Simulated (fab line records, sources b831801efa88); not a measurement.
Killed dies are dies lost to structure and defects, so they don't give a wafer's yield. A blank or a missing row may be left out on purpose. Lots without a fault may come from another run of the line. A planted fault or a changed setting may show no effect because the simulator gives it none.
A struck lot beside a sound one | flow gf180mcu | 17 steps out of a route of 602
Sound: wafers L845.1, L845.3, L845.6. Struck: wafer L850.4. (L850.2 of the same lot was not struck and is left out.) The cause comes at the end.
At each step with rows: each side's tool, then ch and its chambers, then its first start. Under that, the readings that differ: sound wafers | struck wafers | difference of the means | sigmas: that difference in standard deviations of wafers without a fault.
alike: readings whose means differ by less than 2 such deviations, and words and numbers that are the same on both sides. not compared: withheld readings, readings that some wafer has no value for, bounds like >300 that may hide the same value, and numbers for which the record gives no deviation and whose values overlap.
The two part at a step that has a row with sigmas, a row that says differs or no value, or rows on one side only. Numbers that don't overlap but have no deviation are shown without sigmas and don't part them. A reading that every wafer of one side lacks parts them only if that side has two wafers or more.

first, 4 steps without rows for these wafers: GF_M4_SOFTBAKE_10 (time 60 s); GF_M4_EXPOSE_11 (exposes mask Metal4, target cd 280 nm); GF_M4_PEB_12 (peb time 90 s); GF_M4_DEVELOP_13 (develop time 60 s).
GF_M4_CD_MEAS_14: target cd 280 nm.
  sound on cd_sem-02, day 24 15:46; struck on cd_sem-01, day 26 14:10
  alike: cd_nm
GF_M4_OVL_MEAS_15:
  sound on overlay-02, day 24 15:53; struck on overlay-02, day 26 14:17
  reading     | sound    | struck | difference | sigmas
  M4_OVL (nm) | -9 -3 -5 | 13     | +19        | +4
GF_M4_METAL_ETCH_16: etches the open film in Cl2/BCl3, stops on SiO2, target depth 750.8 nm, time 125.1 s.
  sound on rie_metal-01 ch 0,1, day 24 15:56; struck on rie_metal-04 ch 0, day 26 14:19
  alike: drypump_motor_current_A, oes_product_au, throttle_valve_pct
  not compared: rf_hours_counter_h
GF_M4_STRIP_17: strips in O2/N2.
  sound on plasma_asher-01 ch 0,1, day 24 16:04; struck on plasma_asher-02 ch 0, day 26 14:26
  alike: drypump_motor_current_A, heater_power_w, oes_product_au, platen_temp_c, strip_time_to_endpoint_s
  not compared: rf_hours_counter_h
then, 3 steps without rows for these wafers: GF_M4_STRIP_18 (strips in post etch residue remover, time 1200 s); GF_M4_CLEAN_19 (cleans in DIW); GF_V4_CVD_00 (deposits SiO2, target thk 600 nm, time 100 s).
GF_V4_THK_MEAS_01:
  sound on film_metro-02, day 24 16:40; struck on film_metro-03, day 26 15:04
  reading            | sound       | struck | difference | sigmas
  V4_CVD_00_THK (nm) | 584 600 598 | 607    | +13        | +2
GF_V4_CVD_02: deposits SiO2 from TEOS, target thk 850 nm, time 94.851 s.
  sound on pecvd-02 ch 1,2, day 24 16:43; struck on pecvd-03 ch 0, day 26 15:07
  reading                             | sound             | struck | difference | sigmas
  heater_power_w (W)                  | 643 773 673       | 474    | -222       | -2
  model.SiO2_of_V4_CVD_02.thk_nm (nm) | 842.6 837.9 863.2 | 737.8  | -110.1     |
GF_V4_THK_MEAS_03:
  sound on film_metro-01, day 24 16:49; struck on film_metro-02, day 26 15:11
  reading            | sound       | struck | difference | sigmas
  V4_CVD_02_THK (nm) | 843 837 863 | 738    | -110       | -9
GF_V4_CMP_04: polishes SiO2.
  sound on cmp-01 ch 1,3, day 24 16:53; struck on cmp-02 ch 2, day 26 15:14
  reading                | sound         | struck | difference | sigmas
  motor_current_A (A)    | 9.9 10.1 11.2 | 14.7   | +4.3       | +3
  time_to_endpoint_s (s) | 82 74 85      | 40     | -40        | -6
  alike: platen_rpm, slurry_flow_ml_min
GF_V4_BOW_MEAS_05:
  sound on film_metro-01, day 24 17:11; struck on film_metro-02, day 26 15:33
  alike: V4_BOW
-- the record jumps here: 5 days lie between the struck wafers' starts before and after (it left off in module V4 and takes up again in module PASSIVATION, whose first step shown is number 602 of the route) --
GF_PASSIVATION_PROBE_99:
  the record has rows for the struck wafers here (prober-02, day 31 19:00) and none for the sound ones

WHERE THEY PART
First at GF_M4_OVL_MEAS_15; last, within this record, at GF_PASSIVATION_PROBE_99.

WHY: what the simulator had put in
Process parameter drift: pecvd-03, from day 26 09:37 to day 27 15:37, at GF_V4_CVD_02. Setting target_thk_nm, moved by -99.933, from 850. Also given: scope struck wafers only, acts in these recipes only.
